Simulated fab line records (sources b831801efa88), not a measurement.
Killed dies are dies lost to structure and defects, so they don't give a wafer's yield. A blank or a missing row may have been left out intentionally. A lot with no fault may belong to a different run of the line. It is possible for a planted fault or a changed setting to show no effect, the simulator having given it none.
Matching of chambers	flow sky130	4 sister chambers for SKY_FIELD_ISO_ETCH_14 on rie_diel-04
The step etches BARC in N2/H2, stops on SiO2, time 45.9 s, target depth 60 nm. 4 wafers are shown with their chamber, then 7 later ones without.

== WAFERS WITH THEIR CHAMBER ==
wafer	chamber	oes_product_au (a.u.)
L075.5	1	0.862
L089.4	0	0.863
L094.3	2	0.855
L094.4	3	0.846

== WAFERS WHOSE CHAMBER IS MISSING ==
wafer	oes_product_au (a.u.)
L094.5	0.849
L095.1	0.858
L095.2	0.869
L095.3	0.849
L097.1	0.855
L097.3	0.859
L097.4	0.854

== EACH ONE'S CHAMBER ==
wafer	from the rows above	in truth
L094.5	can't be placed: 3 or 2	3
L095.1	can't be placed: 2 or 1 or 0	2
L095.2	can't be placed: 0 or 1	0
L095.3	can't be placed: 3 or 2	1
L097.1	2	2
L097.3	can't be placed: 1 or 0 or 2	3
L097.4	2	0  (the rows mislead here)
Correct placement for 1 of the 7. Cannot be placed on the basis of these rows: 5; the candidates contain the true chamber in 3. 1 placed wrongly.
How it was worked out, from the rows above alone: a wafer's distance from a chamber is the root of the sum, over the readings, of the square of ((its reading less the chamber's mean) divided by the reading's scatter). If the next closest chamber is less than 2 further off than the closest, the wafer can't be placed; otherwise it belongs to the closest. For every chamber, the mean is computed from those of its wafers that are shown. The scatter: with one shown wafer a chamber, the root of the mean of the squares of how far each hidden wafer lies from its nearest shown one.
